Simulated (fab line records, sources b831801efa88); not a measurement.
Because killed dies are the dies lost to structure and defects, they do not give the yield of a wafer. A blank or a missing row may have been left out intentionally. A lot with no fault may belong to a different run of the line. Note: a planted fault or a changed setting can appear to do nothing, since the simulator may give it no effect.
The tool behind it: which one? ; flow sky130 ; 9 lots with 27 wafers sampled at 5 steps, on a route of 708 steps

## WHAT EACH GAUGE READ, for each wafer
SKY_CONTACT_CD_MEAS_14: target cd 170 nm.
lot;measured;on;cdNm (nm)
L561;day 33 01:09;cdSem-02;168.9 168.7 166.6
L564;day 33 15:52;cdSem-01;169.7 - 171.8
L571;day 36 01:23;cdSem-02;169.2 168.0 167.7
L573;day 36 22:38;cdSem-01;170.6 171.2 171.9
L574;day 37 04:14;cdSem-01;170.3 171.4 169.8
L576;day 37 14:17;cdSem-02;170.7 170.3 168.0
L580;day 38 15:05;cdSem-02;168.9 168.4 168.7
L581;day 38 18:27;cdSem-02;165.8 166.8 168.4
L582;day 39 09:26;cdSem-01;168.6 168.9 168.8

## TOOL THAT RAN EACH LOT (tool first, then ch and the chambers of the sampled wafers, then the start)
lot;SKY_SPACER_ETCHBACK_02;SKY_LI_CONTACT_STRIP_16;SKY_LOCAL_INTERCONNECT_ETCH_13;SKY_LOCAL_INTERCONNECT_METAL_ETCH_14
L561;rieDiel-04 ch 0,1,2, day 24 10:15;plasmaAsher-04 ch 0,1, day 30 14:28;rieMetal-04 ch 0,1, day 31 20:11;rieMetal-04 ch 0,1, day 31 20:15
L564;rieDiel-04 ch 0,1,3, day 25 01:39;plasmaAsher-04 ch 0,1, day 31 04:28;rieMetal-04 ch 0,1, day 32 10:07;rieMetal-04 ch 0,1, day 32 10:11
L571;rieDiel-04 ch 0,1,2, day 27 18:19;plasmaAsher-03 ch 0,1, day 33 17:37;rieMetal-02 ch 0,1, day 34 21:14;rieMetal-02 ch 0,1, day 34 21:17
L573;rieDiel-04 ch 1,2,3, day 28 15:56;plasmaAsher-04 ch 0,1, day 34 13:44;rieMetal-04 ch 0,1, day 35 18:22;rieMetal-04 ch 0,1, day 35 18:25
L574;rieDiel-03 ch 0,1,2, day 28 20:31;plasmaAsher-04 ch 0,1, day 34 20:37;rieMetal-04 ch 0, day 36 00:35;rieMetal-04 ch 0, day 36 00:43
L576;rieDiel-02 ch 0,1, day 29 08:01;plasmaAsher-02 ch 0,1, day 35 06:40;rieMetal-04 ch 0, day 36 10:38;rieMetal-04 ch 0, day 36 10:49
L580;rieDiel-04 ch 0,3, day 30 12:23;plasmaAsher-03 ch 0,1, day 36 07:07;rieMetal-02 ch 0,1, day 37 11:14;rieMetal-02 ch 0,1, day 37 11:17
L581;rieDiel-03 ch 0,2,3, day 30 13:35;plasmaAsher-04 ch 0,1, day 36 10:58;rieMetal-04 ch 1, day 37 14:28;rieMetal-04 ch 1, day 37 14:32
L582;rieDiel-04 ch 1,2,3, day 31 07:50;plasmaAsher-02 ch 0,1, day 37 03:08;rieMetal-04 ch 0,1, day 38 06:49;rieMetal-04 ch 0,1, day 38 06:53
- SKY_SPACER_ETCHBACK_02: etches Si3N4 in CH3F/O2, stops on SiO2, time 46.7 s, target depth 45 nm.
- SKY_LI_CONTACT_STRIP_16: strips in O2/N2.
- SKY_LOCAL_INTERCONNECT_ETCH_13: etches BARC in N2/H2, stops on SiO2, time 45.9 s, target depth 60 nm.
- SKY_LOCAL_INTERCONNECT_METAL_ETCH_14: etches TiN in Cl2/BCl3, stops on PSG, target depth 110 nm, time 31.4 s.

## THE ANSWER, worked out from the rows above alone
Rule: the usual values come from the lots themselves. Put in order of their means at a reading, lots are off if they are a third of the lots or fewer, leave a main group of 4 or more, and stand apart from it by a gap of 3 or more times the standard deviation of the main group's means; of several such gaps the widest counts. The tables above print the reading to a certain number of digits; a main group whose means all agree to those digits is not used. Also off: a lot with no number at a reading for which 4 or more lots have one. Any other lot the step has rows for is counted as sound.
Across all readings shown, no lot is off: no conclusion can be drawn from this.

## WHAT HAD BEEN PUT IN BY THE SIMULATOR
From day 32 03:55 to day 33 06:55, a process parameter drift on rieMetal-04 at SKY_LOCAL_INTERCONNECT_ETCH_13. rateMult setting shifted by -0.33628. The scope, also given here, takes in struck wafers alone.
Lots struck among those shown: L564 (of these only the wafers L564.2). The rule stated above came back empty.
